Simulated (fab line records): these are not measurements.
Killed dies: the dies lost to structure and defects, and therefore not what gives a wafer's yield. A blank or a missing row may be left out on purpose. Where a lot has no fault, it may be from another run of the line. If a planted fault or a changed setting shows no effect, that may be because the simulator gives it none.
Matching of chambers || flow gf180mcu || 3 sister chambers for GF_V3_CVD_02 on pecvd-01
The step deposits SiO2 from TEOS, target thk 850 nm, time 94.851 s. 3 wafers are shown with their chamber, then 7 later ones without.

EACH WAFER AND ITS CHAMBER
{"wafer": "L502.6", "chamber": 2, "rfFwdPowerW (W)": 598.6}
{"wafer": "L505.2", "chamber": 0, "rfFwdPowerW (W)": 594.8}
{"wafer": "L505.3", "chamber": 1, "rfFwdPowerW (W)": 595.6}

WAFERS WITHOUT THEIR CHAMBER
{"wafer": "L505.5", "rfFwdPowerW (W)": 597.2}
{"wafer": "L506.4", "rfFwdPowerW (W)": 591.8}
{"wafer": "L506.5", "rfFwdPowerW (W)": 598.9}
{"wafer": "L506.6", "rfFwdPowerW (W)": 598.3}
{"wafer": "L508.3", "rfFwdPowerW (W)": 595.7}
{"wafer": "L508.5", "rfFwdPowerW (W)": 598.0}
{"wafer": "L508.6", "rfFwdPowerW (W)": 597.7}

CHAMBER TAKEN BY EACH
{"wafer": "L505.5", "from the rows above": "can't be placed: 2 or 1 or 0", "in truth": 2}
{"wafer": "L506.4", "from the rows above": "can't be placed: 0 or 1", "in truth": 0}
{"wafer": "L506.5", "from the rows above": 2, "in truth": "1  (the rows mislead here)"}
{"wafer": "L506.6", "from the rows above": "can't be placed: 2 or 1", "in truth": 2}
{"wafer": "L508.3", "from the rows above": "can't be placed: 1 or 0", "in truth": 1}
{"wafer": "L508.5", "from the rows above": "can't be placed: 2 or 1 or 0", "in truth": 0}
{"wafer": "L508.6", "from the rows above": "can't be placed: 2 or 1 or 0", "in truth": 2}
0 of 7 placed correctly. Can't be placed from these rows: 6 (the true chamber is among the candidates in 6). Wrongly placed: 1.
How it was worked out, from the rows above alone: a wafer's distance from a chamber is the root of the sum, over the readings, of the square of ((its reading less the chamber's mean) divided by the reading's scatter). If the next closest chamber is less than 2 further off than the closest, the wafer can't be placed; otherwise it belongs to the closest. A chamber's mean is the mean of its shown wafers. The scatter: with one shown wafer a chamber, the root of the mean of the squares of how far each hidden wafer lies from its nearest shown one.
